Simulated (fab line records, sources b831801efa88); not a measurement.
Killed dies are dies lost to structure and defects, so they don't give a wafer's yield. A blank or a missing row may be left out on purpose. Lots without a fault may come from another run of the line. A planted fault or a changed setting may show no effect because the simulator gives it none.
Chamber matching | flow gf180mcu | GF_V1_CMP_04 on cmp-02: 4 sister chambers
The step polishes SiO2. 20 wafers are shown with their chamber, then 10 later ones without.

WAFERS WITH THEIR CHAMBER
wafer  | chamber | motor_current_A (A) | time_to_endpoint_s (s) | slurry_flow_ml_min
L917.1 | 0       | 11.3                | 81                     | 149.7
L917.5 | 1       | 11.3                | 86                     | 150.0
L917.6 | 0       | 11.4                | 86                     | 150.7
L919.1 | 3       | 11.0                | 79                     | 150.2
L919.3 | 1       | 11.3                | 76                     | 150.1
L919.4 | 0       | 11.7                | 81                     | 150.5
L920.3 | 3       | 12.0                | 74                     | 150.4
L920.4 | 1       | 10.3                | 88                     | 150.2
L920.6 | 1       | 10.9                | 87                     | 150.3
L921.2 | 0       | 11.5                | 75                     | 150.8
L921.3 | 3       | 11.3                | 73                     | 150.5
L921.6 | 0       | 11.7                | 79                     | 149.9
L924.2 | 2       | 11.8                | 81                     | 150.3
L924.4 | 0       | 11.6                | 78                     | 150.5
L924.5 | 0       | 11.9                | 85                     | 150.9
L925.1 | 1       | 11.1                | 83                     | 150.3
L925.2 | 3       | 11.3                | 72                     | 149.4
L925.6 | 0       | 11.6                | 79                     | 150.5
L927.2 | 1       | 11.1                | 76                     | 149.0
L927.3 | 2       | 11.7                | 83                     | 150.1

SIGNATURES (means of the wafers above)
reading            | chamber 0 | chamber 1 | chamber 2 | chamber 3 | scatter within a chamber
motor_current_A    | 11.588    | 11.000    | 11.750    | 11.400    | 0.306
time_to_endpoint_s | 80.50     | 82.67     | 82.00     | 74.50     | 4.11
slurry_flow_ml_min | 150.438   | 149.983   | 150.200   | 150.125   | 0.451
Rule: a wafer's distance from a chamber is the root of the sum, over the readings, of the square of ((its reading less the chamber's mean) divided by the reading's scatter). The wafer belongs to the nearest chamber; if the next one is less than 2 further off, it can't be placed. The scatter: the root of (the sum of the squares of (reading less its chamber's mean) over the shown wafers, divided by (wafers less chambers)).

WAFERS WITHOUT THEIR CHAMBER
wafer  | motor_current_A (A) | time_to_endpoint_s (s) | slurry_flow_ml_min
L927.4 | 11.5                | 83                     | 149.6
L928.3 | 11.6                | 77                     | 149.5
L928.5 | 11.5                | 78                     | 149.3
L928.6 | 11.6                | 85                     | 150.5
L933.3 | 11.3                | 82                     | 150.4
L933.4 | 11.8                | 86                     | 150.4
L933.5 | 11.0                | 78                     | 150.2
L934.1 | 10.7                | 84                     | 149.9
L934.3 | 11.6                | 80                     | 149.3
L934.4 | 11.5                | 99                     | 149.4

WHICH CHAMBER EACH WENT THROUGH
wafer  | from the rows above               | in truth
L927.4 | can't be placed: 2 or 1 or 0 or 3 | 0
L928.3 | can't be placed: 3 or 2 or 0 or 1 | 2
L928.5 | can't be placed: 3 or 2 or 1 or 0 | 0
L928.6 | can't be placed: 2 or 0 or 1 or 3 | 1
L933.3 | can't be placed: 0 or 1 or 2 or 3 | 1
L933.4 | can't be placed: 2 or 0 or 1      | 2
L933.5 | can't be placed: 1 or 3 or 0 or 2 | 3
L934.1 | 1                                 | 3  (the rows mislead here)
L934.3 | can't be placed: 2 or 3 or 0 or 1 | 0
L934.4 | can't be placed: 1 or 2 or 0 or 3 | 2
Placed correctly: 0 of 10. Can't be placed from these rows: 9 (the true chamber is among the candidates in 9). Placed wrongly: 1.
